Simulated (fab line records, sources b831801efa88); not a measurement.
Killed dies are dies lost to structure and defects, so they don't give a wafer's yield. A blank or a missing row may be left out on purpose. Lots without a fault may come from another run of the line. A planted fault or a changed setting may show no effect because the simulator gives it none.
fab line records | flow sky130
record lots=6 wafers=18 last_day=49
route steps=708 shown VIA2@516 METAL3@532 PAD_OPEN@708
lots that met no fault: from a run of the same line without faults
start_h: hours from the record's first day to the start of the lot's first wafer shown | wait_h: hours since the lot's step before | " the same as in the row above | L1.1+2: a row that stands for several wafers | - no value, or no start given | * or withheld: withheld | < > ~ a bound
route shown NAME@n: a module of which the file shows steps, and the number in the route of the first | usual: mean/standard deviation of fault-free wafers | same: alike in all rows | chamber/n: place in a boat | sites: the reading at each site | _std_site: their standard deviation | _edge_site: outer sites' mean less inner sites' | radius_mm: how far each site lies from the wafer's centre | mask NAME#n: copy n | behind: the tool/chamber that last shaped the wafer | hold: why the lot was held/for how many hours/how that ended | device: the transistor (n, p or np) that didn't switch | end of line: the same wafers' tests at the end of the route | a step without rows: its recipe alone | killed: dies lost to structure and defects at the first sort, not the wafer's yield | map: a wafer's dies, x killed, . not, _ none there
set.NAME: the setting as run; set.NAME@STEP: as run at that earlier step | model.NAME: the simulator's own value behind a step, which no gauge read
lots at some steps of the route; a table a step, a row a wafer
services: from which hour (start_h, from the record's first day; less than 0 if before it) a tool's chamber was out of use, for how many hours, and why
## steps
# step SKY_VIA2_EXPOSE_09
# recipe mask_id=VIM2 na=0.8 source_shape=annular sigma_inner=0.55 sigma_outer=0.85 target_cd_nm=200 dose_mj=38
# step SKY_VIA2_PEB_10
# recipe peb_temp_c=withheld peb_time_s=withheld resist=KrF-thick
# step SKY_VIA2_DEVELOP_11
# recipe develop_time_s=60 resist=KrF-thick dev_temp_c=21
# step SKY_VIA2_CD_MEAS_12
# recipe target_cd_nm=200
# usual cd_nm=199.9/1.5
# columns lot.wafer tool chamber start_h wait_h cd_nm
L180.1 cd_sem-01 - 869.24 - 198.5
L180.4 " - " " 197.3
L180.5 " - " " 199.6
L183.2 cd_sem-02 - 883.37 - 197.7
L183.3 " - " " 199.6
L183.4 " - " " 198.3
L190.1 cd_sem-02 - 935.39 - 200.5
L190.4 " - " " 199.9
L190.6 " - " " 200.1
L191.2 cd_sem-02 - 938.30 - 197.4
L191.3 " - " " 198.2
L191.5 " - " " 197.5
L194.1 cd_sem-01 - 959.49 - 200.0
L194.4 " - " " 199.0
L194.5 " - " " 199.1
L195.3 cd_sem-01 - 965.60 - 198.1
L195.5 " - " " 199.2
L195.6 " - " " 200.6
# step SKY_VIA2_OVL_MEAS_13
# usual VIA2_OVL=-1/5.2
# columns lot.wafer tool chamber start_h wait_h VIA2_OVL[nm]
L180.1 overlay-01 - 869.36 0.1 10
L180.4 " - " " 7
L180.5 " - " " 10
L183.2 overlay-01 - 883.48 0.1 -2
L183.3 " - " " -2
L183.4 " - " " -1
L190.1 overlay-02 - 935.51 0.1 3
L190.4 " - " " 2
L190.6 " - " " 4
L191.2 overlay-02 - 938.41 0.1 2
L191.3 " - " " 9
L191.5 " - " " 7
L194.1 overlay-02 - 959.61 0.1 -3
L194.4 " - " " 0
L194.5 " - " " -6
L195.3 overlay-01 - 965.69 0.1 -5
L195.5 " - " " 0
L195.6 " - " " 4
# step SKY_VIA2_ETCH_14
# recipe chemistry=N2/H2 target=BARC ion_energy_ev=200 source_w=500 bias_w=100 pressure_mtorr=30 n2_flow_sccm=100 h2_flow_sccm=200 stop_on=SiO2 time_s=45.9 target_depth_a=600
# usual drypump_motor_current_A=5.55/0.26 n2_flow_sccm=100.0/0.31 oes_product_au=0.855/0.0046 throttle_valve_pct=13.226/0.0091
# columns lot.wafer tool chamber start_h wait_h drypump_motor_current_A n2_flow_sccm oes_product_au rf_hours_counter_h throttle_valve_pct
L180.1 rie_diel-04 2 869.40 0.0 5.72 99.9 0.853 9 13.219
L180.4 " 0 " " 5.34 99.8 0.850 19 13.216
L180.5 " 0 " " 5.31 99.6 0.856 - 13.225
L183.2 rie_diel-04 0 883.51 0.0 5.31 99.5 0.858 19 13.226
L183.3 " 3 " " 5.42 99.8 0.856 15 13.232
L183.4 " 2 " " 5.77 100.0 0.850 9 13.220
L190.1 rie_diel-02 3 935.55 0.0 5.73 99.6 0.851 17 13.216
L190.4 " 1 " " 5.59 99.8 0.852 13 13.211
L190.6 " 3 " " 5.71 99.6 0.857 - 13.241
L191.2 rie_diel-01 2 938.44 0.0 6.24 99.6 0.851 18 13.236
L191.3 " 3 " " 5.40 100.4 0.865 6 13.227
L191.5 " 3 " " 5.39 99.4 0.854 - 13.215
L194.1 rie_diel-01 0 959.65 0.0 5.81 100.4 0.858 23 13.225
L194.4 " 2 " " 6.23 100.5 0.850 19 13.229
L194.5 " 0 " " 5.82 100.3 0.863 - 13.229
L195.3 rie_diel-04 3 965.72 0.0 5.45 99.8 0.859 17 13.225
L195.5 " 0 " " 5.30 100.6 0.855 - 13.217
L195.6 " 1 " " 5.18 100.4 0.856 - 13.234
# step SKY_VIA2_ETCH_15
# recipe target=SiO2 chemistry=C4F8/O2/Ar target_depth_nm=546 stop_on=TiN mask_material=KrF-thick source_w=1500 bias_w=1200 pressure_mtorr=40 c4f8_flow_sccm=withheld O2_flow_sccm=6 Ar_flow_sccm=300 time_s=84
# usual oes_product_au=0.941/0.0046
# columns lot.wafer tool chamber start_h wait_h oes_product_au rf_hours_counter_h
L180.1 rie_diel-04 2 869.44 0.0 0.940 9
L180.4 " 0 " " 0.946 19
L180.5 " 0 " " 0.935 -
L183.2 rie_diel-04 0 883.55 0.0 0.940 19
L183.3 " 3 " " 0.934 15
L183.4 " 2 " " 0.940 9
L190.1 rie_diel-02 3 935.59 0.0 0.944 17
L190.4 " 1 " " 0.939 13
L190.6 " 3 " " 0.945 -
L191.2 rie_diel-01 2 938.48 0.0 0.939 18
L191.3 " 3 " " 0.942 6
L191.5 " 3 " " 0.938 -
L194.1 rie_diel-01 0 959.69 0.0 0.935 23
L194.4 " 2 " " 0.945 19
L194.5 " 0 " " 0.941 -
L195.3 rie_diel-04 3 965.76 0.0 0.947 17
L195.5 " 0 " " 0.936 -
L195.6 " 1 " " 0.943 -
# step SKY_VIA2_STRIP_16
# recipe chemistry=O2/N2 power_w=1400 pressure_mtorr=1500 platen_temp_c=withheld o2_flow_sccm=3000 n2_flow_sccm=300 overash_fraction=0.5
# usual drypump_motor_current_A=5.9/0.38 n2_flow_sccm=300.2/0.88 oes_product_au=0.399/0.0047 strip_time_to_endpoint_s=4.06/0.031
# columns lot.wafer tool chamber start_h wait_h drypump_motor_current_A n2_flow_sccm oes_product_au rf_hours_counter_h strip_time_to_endpoint_s
L180.1 plasma_asher-02 0 869.50 0.0 5.7 299.2 0.402 45 4.08
L180.4 " 1 " " 6.1 301.5 0.397 - 4.05
L180.5 " 0 " " 5.7 300.9 0.399 - 4.05
L183.2 plasma_asher-02 0 883.61 0.0 5.7 299.5 0.396 47 4.10
L183.3 " 1 " " 6.1 299.4 0.394 - 4.03
L183.4 " 0 " " 5.7 300.1 0.392 - 4.09
L190.1 plasma_asher-02 1 935.65 0.0 6.1 300.1 0.399 54 4.06
L190.4 " 1 " " 6.1 300.5 0.405 - 4.06
L190.6 " 0 " " 5.7 300.5 0.400 - 4.06
L191.2 plasma_asher-03 1 938.54 0.0 6.5 300.2 0.403 110 4.04
L191.3 " 1 " " 6.5 298.9 0.392 - 4.08
L191.5 " 0 " " 6.2 299.2 0.397 - 4.05
L194.1 plasma_asher-01 1 959.75 0.0 5.6 299.9 0.404 86 4.05
L194.4 " 1 " " 5.7 301.5 0.407 - 4.07
L194.5 " 1 " " 5.7 299.1 0.403 - 4.09
L195.3 plasma_asher-02 1 965.86 0.1 6.1 300.1 0.401 - 4.03
L195.5 " 1 " " 6.1 300.5 0.401 - 4.08
L195.6 " 0 " " 5.7 301.4 0.406 - 4.04
# step SKY_VIA2_STRIP_17
# recipe chemistry=post_etch_residue_remover time_s=1200 temp_c=72.5
# step SKY_VIA2_CLEAN_18
# recipe chemistry=IPA time_s=180 temp_c=25
# step SKY_VIA2_CLEAN_19
# recipe chemistry=O3/DIW dry=n2_spin
# step SKY_VIA2_SPUTTER_20
# recipe material=TiN target_thk_nm=20 chamber_pressure_pa=5 power_w=4000 time_s=80
# usual cathode_dc_power_W=4000.0/0.73 throttle_valve_pct=29.9/1.2
# columns lot.wafer tool chamber start_h wait_h cathode_dc_power_W throttle_valve_pct
L180.1 pvd_sputter-04 - 870.10 0.0 3999.4 28.4
L180.4 " - " " 3999.4 30.3
L180.5 " - " " 3999.6 30.4
L183.2 pvd_sputter-02 - 884.24 0.0 3999.6 28.8
L183.3 " - " " 4000.1 31.1
L183.4 " - " " 4002.4 28.8
L190.1 pvd_sputter-04 - 936.25 0.0 4000.0 30.3
L190.4 " - " " 3999.2 30.7
L190.6 " - " " 3999.2 28.5
L191.2 pvd_sputter-01 - 939.19 0.0 4000.9 31.5
L191.3 " - " " 3999.0 28.7
L191.5 " - " " 3998.4 31.5
L194.1 pvd_sputter-02 - 960.35 0.0 3999.5 29.0
L194.4 " - " " 4000.0 30.9
L194.5 " - " " 4000.6 30.1
L195.3 pvd_sputter-01 - 966.58 0.0 4000.0 27.7
L195.5 " - " " 4000.5 31.3
L195.6 " - " " 4000.5 27.7
# step SKY_VIA2_CVD_21
# recipe material=W target_thk_nm=420 time_s=126.4 temp_c=400 pressure_torr=40
# usual heater_power_w=917/88
# columns lot.wafer tool chamber start_h wait_h heater_power_w model.W_of_VIA2_CVD_21.thk_nm
L180.1 cvd_w-02 1 870.16 0.0 871 429.8
L180.4 " 0 " " 968 423.7
L180.5 " 0 " " 948 423.5
L183.2 cvd_w-02 0 884.30 0.0 952 422.6
L183.3 " 1 " " 852 425.3
L183.4 " 0 " " 981 427.4
L190.1 cvd_w-02 1 936.31 0.0 875 421.6
L190.4 " 1 " " 885 424.4
L190.6 " 0 " " 961 431.6
L191.2 cvd_w-01 1 939.25 0.0 786 423.9
L191.3 " 1 " " 784 427.8
L191.5 " 1 " " 789 422.6
L194.1 cvd_w-01 1 960.41 0.0 779 426.1
L194.4 " 0 " " 1016 772.8
L194.5 " 0 " " 1053 428.2
L195.3 cvd_w-01 0 966.69 0.1 1022 431
L195.5 " 1 " " 800 418.5
L195.6 " 0 " " 1040 773
# step SKY_VIA2_RS_MEAS_22
# recipe thk_meas_gauge=four-point-probe reads=W_of_VIA2_CVD_21+TiN_of_VIA2_SPUTTER_20
# usual VIA2_W_RS=0.270/0.0031
# columns lot.wafer tool chamber start_h wait_h hold VIA2_W_RS[ohm/sq]
L180.1 film_metro-02 - 870.29 0.1 - 0.267
L180.4 " - " " - 0.271
L180.5 " - " " - 0.271
L183.2 film_metro-03 - 884.45 0.1 - 0.272
L183.3 " - " " - 0.269
L183.4 " - " " - 0.268
L190.1 film_metro-03 - 936.44 0.1 - 0.272
L190.4 " - " " - 0.270
L190.6 " - " " - 0.265
L191.2 film_metro-03 - 939.40 0.1 - 0.270
L191.3 " - " " - 0.267
L191.5 " - " " - 0.271
L194.1 film_metro-03 - 960.54 0.1 await_dispo/0.2h/release 0.269
L194.4 " - " " await_dispo/0.2h/release 0.147
L194.5 " - " " await_dispo/0.2h/release 0.267
L194.1 film_metro-03 - 960.82 0.3 - 0.269
L194.4 " - " " - 0.147
L194.5 " - " " - 0.267
L195.3 film_metro-03 - 966.82 0.1 await_dispo/0.2h/release 0.265
L195.5 " - " " await_dispo/0.2h/release 0.273
L195.6 " - " " await_dispo/0.2h/release 0.148
L195.3 film_metro-03 - 967.10 0.3 - 0.266
L195.5 " - " " - 0.273
L195.6 " - " " - 0.147
# step SKY_VIA2_THK_MEAS_23
# recipe thk_meas_gauge=xrf reads=W_of_VIA2_CVD_21
# usual VIA2_W_THK=455/9.6
# columns lot.wafer tool chamber start_h wait_h hold VIA2_W_THK[nm]
L180.1 film_metro-02 - 870.41 0.1 - 471
L180.4 " - " " - 467
L180.5 " - " " - 465
L183.2 film_metro-03 - 884.56 0.1 - 454
L183.3 " - " " - 458
L183.4 " - " " - 458
L190.1 film_metro-03 - 936.56 0.1 - 449
L190.4 " - " " - 454
L190.6 " - " " - 463
L191.2 film_metro-03 - 939.51 0.1 - 451
L191.3 " - " " - 456
L191.5 " - " " - 457
L194.1 film_metro-03 - 964.42 3.6 await_dispo/0.2h/release 464
L194.4 " - " " await_dispo/0.2h/release -
L194.5 " - " " await_dispo/0.2h/release 462
L194.1 film_metro-03 - 964.79 0.4 - 458
L194.4 " - " " - -
L194.5 " - " " - 461
L195.3 film_metro-03 - 969.50 2.4 await_dispo/0.2h/release 465
L195.5 " - " " await_dispo/0.2h/release 453
L195.6 " - " " await_dispo/0.2h/release -
L195.3 film_metro-03 - 969.73 0.2 - 465
L195.5 " - " " - 453
L195.6 " - " " - -
# step SKY_VIA2_CMP_24
# recipe stop_on=SiO2 t_overpolish_s=20 down_force_psi=3.5 platen_rpm=60 target_thk_nm=0 pad_velocity_m_s=0.94248
# usual edge_zone_pressure_frac=1.000/0.0046 head_pressure_psi=3.500/0.0075 motor_current_A=11.3/1.1 time_to_endpoint_s=106/6
# columns lot.wafer tool chamber start_h wait_h hold edge_zone_pressure_frac head_pressure_psi motor_current_A time_to_endpoint_s
L180.4 cmp-02 1 870.47 0.0 - 0.998 3.498 11.6 104
L180.1 " 3 " " - 0.998 3.517 8.5 114
L180.5 " 1 " " - 1.002 3.490 11.6 105
L183.4 cmp-02 1 884.61 0.0 - 1.009 3.488 11.2 105
L183.3 " 3 " " - 0.994 3.508 8.9 110
L183.2 " 0 " " - 1.002 3.509 12.3 96
L190.1 cmp-02 1 936.72 0.1 - 0.994 3.499 11.1 109
L190.4 " 2 " " - 0.996 3.499 10.0 116
L190.6 " 3 " " - 1.001 3.498 8.4 114
L191.3 cmp-02 2 939.66 0.1 - 1.006 3.511 10.3 116
L191.2 " 3 " " - 0.997 3.505 8.6 113
L191.5 " 0 " " - 0.998 3.494 12.5 102
L194.1 cmp-02 0 968.41 3.6 await_dispo/3.6h/release 1.002 3.486 12.2 100
L194.4 " 2 " " await_dispo/3.6h/release 0.996 3.497 9.8 202
L194.5 " 1 " " await_dispo/3.6h/release 1.000 3.494 10.9 107
L195.3 cmp-01 1 975.32 5.6 await_dispo/5.4h/release 1.006 3.515 11.7 108
L195.5 " 2 " " await_dispo/5.4h/release 0.998 3.496 11.8 110
L195.6 " 3 " " await_dispo/5.4h/release 1.001 3.500 12.3 180
# step SKY_METAL3_SPUTTER_00
# recipe material=Ti target_thk_nm=15 power_w=3000 time_s=10 chamber_pressure_pa=0.4
# usual cathode_dc_power_W=3000.0/0.52 throttle_valve_pct=29.8/1.2
# columns lot.wafer tool chamber start_h wait_h cathode_dc_power_W throttle_valve_pct
L180.1 pvd_sputter-01 - 870.77 0.1 3000.4 31.2
L180.4 " - " " 3000.0 28.7
L180.5 " - " " 3000.1 27.9
L183.2 pvd_sputter-01 - 884.91 0.1 3000.3 27.6
L183.3 " - " " 2999.5 31.3
L183.4 " - " " 3001.1 29.6
L190.1 pvd_sputter-03 - 936.92 0.1 2999.7 29.0
L190.4 " - " " 3000.5 30.0
L190.6 " - " " 3001.0 29.2
L191.2 pvd_sputter-03 - 939.86 0.1 3000.2 29.0
L191.3 " - " " 2999.5 31.3
L191.5 " - " " 2999.8 29.0
L194.1 pvd_sputter-02 - 968.71 0.2 2999.7 31.7
L194.4 " - " " 3000.6 30.5
L194.5 " - " " 2999.3 28.8
L195.3 pvd_sputter-03 - 975.47 0.1 2999.6 28.9
L195.5 " - " " 3000.8 29.0
L195.6 " - " " 3000.5 29.4
# step SKY_PAD_OPEN_PROBE_99
# usual defect_limited_yield=82.4/2 killed_at_M0_to_M3=43/6.7 killed_at_M4_up=3.2/2.1 killed_at_contacts=25/5.9 killed_at_front_end=16/4.7 killed_at_other=0.3/0.54 killed_dies=87/9.8 killed_open=47/6.7 killed_short=40/6.5 sort_bin_3_pad_short=0.9/0.45 sort_bin_5_function=10.5/1.5 sort_bin_6_memory=6.2/1.2 sort_n_pass=405/9.8 sort_yield_pct=82.4/2
# same gross_dies=492 killed_at_back_side=0 sort_bin_4_leakage[%]=0 sort_bin_8_speed[%]=0
# columns lot.wafer tool chamber start_h wait_h defect_limited_yield[%] killed_at_M0_to_M3 killed_at_M4_up killed_at_contacts killed_at_front_end killed_at_other killed_dies killed_open killed_short sort_bin_3_pad_short[%] sort_bin_5_function[%] sort_bin_6_memory[%] sort_n_pass sort_yield_pct[%]
L183.2 prober-02 - 1108.60 0.1 83.3 37 1 31 13 0 82 47 35 1.0 11.4 4.3 410 83.3
L183.3 prober-02 - 1108.65 0.2 80.7 41 4 35 15 0 95 47 48 1.2 12.4 5.7 397 80.7
L183.4 prober-02 - 1108.70 0.2 81.3 40 4 31 16 1 92 46 46 0.8 11.0 6.9 400 81.3
L191.2 prober-02 - 1150.74 0.1 82.5 44 2 24 16 0 86 49 36 1.0 10.0 6.5 406 82.5
L191.3 prober-02 - 1150.80 0.2 82.7 43 5 25 11 1 85 51 34 0.8 12.2 4.3 407 82.7
L191.5 prober-02 - 1150.89 0.2 80.3 43 2 28 23 1 97 50 47 0.8 12.6 6.3 395 80.3
# killed by level:class
L183.2 CONTACT:geometric_particle:open=10 LI_CONTACT:geometric_particle:open=8 VIA1:geometric_particle:open=8 METAL1:geometric_particle:short=7 CONTACT:geometric_particle:short=6 VIA2:geometric_particle:open=5 POLY_GATE:geometric_particle:open=4 LI_CONTACT:geometric_particle:short=4
L183.3 VIA1:geometric_particle:open=11 LI_CONTACT:geometric_particle:open=10 LI_CONTACT:geometric_particle:short=7 LOCAL_INTERCONNECT:geometric_particle:short=7 VIA2:geometric_particle:open=7 FIELD_ISO:geometric_particle:short=5 CONTACT:geometric_particle:short=5 METAL2:geometric_particle:short=5
L183.4 CONTACT:geometric_particle:open=14 METAL1:geometric_particle:short=10 VIA1:geometric_particle:open=7 LOCAL_INTERCONNECT:geometric_particle:short=6 POLY_GATE:geometric_particle:short=5 LI_CONTACT:geometric_particle:open=5 VIA3:geometric_particle:open=5 VIA2:geometric_particle:short=5
L191.2 VIA1:geometric_particle:open=19 LI_CONTACT:geometric_particle:open=8 CONTACT:geometric_particle:open=7 METAL2:geometric_particle:short=6 VIA2:geometric_particle:open=5 FIELD_ISO:geometric_particle:open=4 POLY_GATE:geometric_particle:short=4 LOCAL_INTERCONNECT:geometric_particle:short=4
L191.3 CONTACT:geometric_particle:open=13 VIA1:geometric_particle:open=9 LI_CONTACT:geometric_particle:open=6 METAL1:geometric_particle:short=6 VIA2:geometric_particle:open=6 VIA3:geometric_particle:open=5 FIELD_ISO:geometric_particle:open=4 POLY_GATE:geometric_particle:short=4
L191.5 CONTACT:geometric_particle:open=12 FIELD_ISO:geometric_particle:open=7 VIA1:geometric_particle:open=7 FIELD_ISO:geometric_particle:short=6 VIA3:geometric_particle:open=6 POLY_GATE:geometric_particle:short=6 LI_CONTACT:geometric_particle:open=6 LOCAL_INTERCONNECT:geometric_particle:short=5
## services
# columns tool chamber start_h hours kind
rie_diel-02 3 855.26 2.9 repair
pvd_sputter-03 - 855.34 1.8 repair
cvd_w-02 - 861.73 2.0 repair
rie_diel-01 2 862.75 21.8 repair
plasma_asher-01 - 863.89 4.3 repair
cvd_w-01 - 871.28 0.7 repair
cvd_w-01 - 877.99 6.9 pm
rie_diel-01 3 881.58 6.9 repair
pvd_sputter-01 - 890.16 9.0 repair
plasma_asher-01 - 893.67 1.4 repair
plasma_asher-03 - 895.55 28.1 pm
cvd_w-01 - 904.00 14.0 pm
rie_diel-04 1 909.49 - clean
rie_diel-04 1 909.49 12.5 scheduled_down
rie_diel-04 1 909.49 12.5 vent_cycle
cmp-01 - 912.24 4.0 pm
cvd_w-01 - 918.00 14.6 pm
rie_diel-04 - 928.19 14.6 pm
rie_diel-01 - 932.83 2.8 pm
rie_diel-02 2 949.96 18.0 repair
pvd_sputter-04 - 950.52 1.9 repair
cmp-02 - 957.90 1.1 repair
rie_diel-04 2 964.68 4.3 repair
cvd_w-02 - 974.37 2.8 pm
## key
first_sign step=SKY_VIA2_RS_MEAS_22 reading=visit direction=added
effect step=SKY_VIA2_RS_MEAS_22 reading=VIA2_W_RS direction=down sigmas=40 usual=0.270 struck=0.147
effect step=SKY_VIA2_THK_MEAS_23 reading=visit direction=added
effect step=SKY_VIA2_CMP_24 reading=time_to_endpoint_s direction=up sigmas=14 usual=* struck=*
model_effect step=SKY_VIA2_CVD_21 value=W_of_VIA2_CVD_21.thk_nm without=429.2 struck=772.9
met_at SKY_VIA2_CVD_21
struck_wafers L194.4,L195.6
onset_between 939.25 960.41
fault kind=process_parameter_drift tool=cvd_w-01 chamber=- onset_h=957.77 steps=SKY_VIA2_CVD_21 channel=target_thk_nm offset=344.87 shape=step end_h=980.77 scope=struck_wafers_only acts_in=these_recipes_only stated=420
